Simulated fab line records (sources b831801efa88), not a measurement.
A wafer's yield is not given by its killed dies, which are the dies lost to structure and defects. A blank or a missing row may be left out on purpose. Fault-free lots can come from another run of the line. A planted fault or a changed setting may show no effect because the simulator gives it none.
A struck lot beside a sound one -- flow sky130 -- 17 steps out of a route of 708
Sound: these wafers, L161.1, L161.4, L161.5. Wafers struck: L154.1, L154.3, L154.6. At the end, the cause is stated.
For every step that has rows: the tool of each side, followed by ch and its chambers, followed by its first start. Under that, the readings that differ: sound wafers -- struck wafers -- difference of the means -- sigmas: that difference in standard deviations of wafers without a fault.
alike: same words and numbers on both sides, and readings whose means sit less than 2 such deviations apart. not compared: any withheld reading, any reading some wafer has no value for, any bound like >300 that may hide the same value, and any number with overlapping values for which the record gives no deviation.
A row with sigmas, a row that says differs or no value, or rows on one side alone: a step with any of these is where the two part. Numbers that have no deviation but don't overlap get no sigmas and don't part them. A reading missing from all wafers of one side parts the sides only when that side holds two or more wafers.

SKY_VIA1_CMP_02: polishes SiO2.
  sound on cmp-02 ch 0,2,3, day 37 11:48; struck on cmp-01 ch 0,3, day 36 06:32
  alike: edge zone pressure frac, head pressure psi, motor current A, slurry filter dp kPa
SKY_VIA1_BOW_MEAS_03:
  sound on film metro-02, day 37 12:06; struck on film metro-02, day 36 06:50
  alike: VIA1_BOW
then, 8 steps without rows for these wafers: SKY_VIA1_DEHYDRATE_04 (time 60 s); SKY_VIA1_HMDS_05 (prime time 60 s); SKY_VIA1_COAT_06 (resist thk 60 nm); SKY_VIA1_COAT_07 (resist thk 450 nm); SKY_VIA1_SOFTBAKE_08 (time 90 s); SKY_VIA1_EXPOSE_09 (exposes mask VIM, target cd 150 nm); SKY_VIA1_PEB_10; SKY_VIA1_DEVELOP_11 (develop time 60 s).
SKY_VIA1_CD_MEAS_12: target cd 150 nm.
  sound on cd sem-02, day 38 13:35; struck on cd sem-02, day 37 08:44
  alike: cd nm
SKY_VIA1_OVL_MEAS_13:
  sound on overlay-01, day 38 13:42; struck on overlay-02, day 37 08:51
  alike: VIA1_OVL
SKY_VIA1_ETCH_14: etches BARC in N2/H2, stops on SiO2, time 45.9 s, target depth 60 nm.
  sound on rie diel-03 ch 0,1,3, day 38 13:44; struck on rie diel-03 ch 1,2, day 37 08:53
  no value came back on the struck wafers for any of 6 readings (bias w (W), chamber pressure mTorr (mTorr) and others); on the sound wafers bias w (W) reads 100.31 99.62 100.28
reading,sound,struck,difference,sigmas
model.KrF-thick_of_VIA1_COAT_07.thk nm (nm),391.2 393.2 392.8,435.3 434.9 436.1,+43.0,
  not compared: rf hours counter h
SKY_VIA1_ETCH_15: etches SiO2 in C4F8/O2/Ar, stops on TiN, target depth 351 nm, time 54 s.
  sound on rie diel-03 ch 0,1,3, day 38 13:47; struck on rie diel-03 ch 1,2, day 37 08:56
reading,sound,struck,difference,sigmas
oes product au (a.u.),0.972 0.977 0.977,0.384 0.374 0.370,-0.599,-99 or more
model.KrF-thick_of_VIA1_COAT_07.thk nm (nm),323.1 323.6 323.6,365 365 366.7,+42,
  alike: bias w, chamber pressure mTorr
  not compared: rf hours counter h
SKY_VIA1_STRIP_16: strips in O2/N2.
  sound on plasma asher-02 ch 0,1, day 38 13:50; struck on plasma asher-04 ch 0,1, day 37 08:59
reading,sound,struck,difference,sigmas
oes product au (a.u.),0.418 0.410 0.417,0.431 0.434 0.438,+0.019,+4
strip time to endpoint s (s),4.475 4.464 4.482,4.904 4.901 4.914,+0.433,+20
  alike: drypump motor current A
  not compared: rf hours counter h
then, 1 step without rows for these wafers: SKY_VIA1_STRIP_17 (strips in post etch residue remover, time 1200 s).
-- the record jumps here: 11 days lie between the struck wafers' starts before and after (it left off in module VIA1 and takes up again in module PAD_OPEN, whose first step shown is number 708 of the route) --
SKY_PAD_OPEN_PROBE_99:
  sound on prober-01, day 49 07:54; struck on prober-01, day 48 11:13
reading,sound,struck,difference,sigmas
defect limited yield (%),84.3 80.9 83.5,0 0 0,-83,-46
killed_at_M0_to_M3,47 48 38,458 447 442,+405,+61
killed dies,77 94 81,492 492 492,+408,+47
killed on rim,13 24 17,96 96 96,+78,+21
sort_bin_5_function (%),8.3 11.0 10.6,93.3 94.1 92.3,+83.3,+59
sort n pass,415 398 411,0 0 0,-408,-47
sort yield pct (%),84.3 80.9 83.5,0 0 0,-83,-46
  alike: killed_at_M4_up, killed at contacts, killed at front end, killed at other, killed open, killed short, sort_bin_3_pad_short, sort_bin_6_memory

== WHERE THEY PART ==
First at SKY_VIA1_ETCH_14; last, within this record, at SKY_PAD_OPEN_PROBE_99.

WHY: what the simulator had put in
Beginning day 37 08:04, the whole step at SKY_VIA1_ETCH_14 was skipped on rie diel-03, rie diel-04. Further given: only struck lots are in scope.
